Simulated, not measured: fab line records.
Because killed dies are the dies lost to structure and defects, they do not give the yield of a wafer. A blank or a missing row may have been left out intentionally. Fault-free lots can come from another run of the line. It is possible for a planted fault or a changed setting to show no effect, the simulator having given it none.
The same fault as seen by 2 desks | flow sfq_line | only its own numbers are on each desk; what lay behind them is given at the end

## FOR THE TOOL OWNER'S DESK: cmp-01
The tool's own readings at SFQ_TRILAYER_I2_CMP_CMP_064 (polishes SiO2): means of the sampled wafers that have a number, for each lot that ran on this tool. If a lot's mean is further than 4 standard deviations from the usual mean, the lot is out of limits and carries the mark OUT (the distance appears in the brackets).
Columns: A = motor_current_A at SFQ_TRILAYER_I2_CMP_CMP_064, usual 10.1 A; B = time_to_endpoint_s at SFQ_TRILAYER_I2_CMP_CMP_064, usual 212 s
lot  | first seen here | A    | B
L227 | day 24 06:56    | 10.3 | 215
L229 | day 25 06:26    | 10.4 | 223
L230 | day 25 21:56    | 10.2 | 216
L231 | day 26 10:41    | 10.4 | 232
L237 | day 29 08:58    | 9.7  | 231
L241 | day 30 19:58    | 10.8 | 220
L247 | day 31 13:28    | 10.2 | 211
This desk's finding: nothing out of limits on any of the 7 lots.

## METROLOGY DESK
What the gauges read for every lot (on any tool): the sampled wafers with a number, averaged. If a lot's mean is further than 4 standard deviations from the usual mean, the lot is out of limits and carries the mark OUT (the distance appears in the brackets).
Columns: A = M1_OVL at SFQ_M1_OVL_MEAS_911, usual 1 nm
lot  | first seen here | A
L225 | day 12 16:44    | 5
L227 | day 13 17:58    | 7
L229 | day 14 10:43    | 6
L230 | day 14 22:42    | -3
L231 | day 15 07:07    | 4
L232 | day 15 10:43    | -2
L237 | day 16 23:34    | 1
L238 | day 17 04:21    | -3
L240 | day 17 23:32    | 1
L241 | day 18 00:44    | -5
L242 | day 18 06:45    | -3
L245 | day 19 04:08    | 1
L246 | day 19 12:32    | 4
L247 | day 19 13:44    | 0
L248 | day 20 01:44    | 4
This desk's finding: nothing out of limits on any of the 15 lots.

## PUT TOGETHER
The desk of the tool owner found nothing out of limits.
Nothing out of limits was seen by the metrology desk.

## WHAT THE SIMULATOR HAD PUT IN
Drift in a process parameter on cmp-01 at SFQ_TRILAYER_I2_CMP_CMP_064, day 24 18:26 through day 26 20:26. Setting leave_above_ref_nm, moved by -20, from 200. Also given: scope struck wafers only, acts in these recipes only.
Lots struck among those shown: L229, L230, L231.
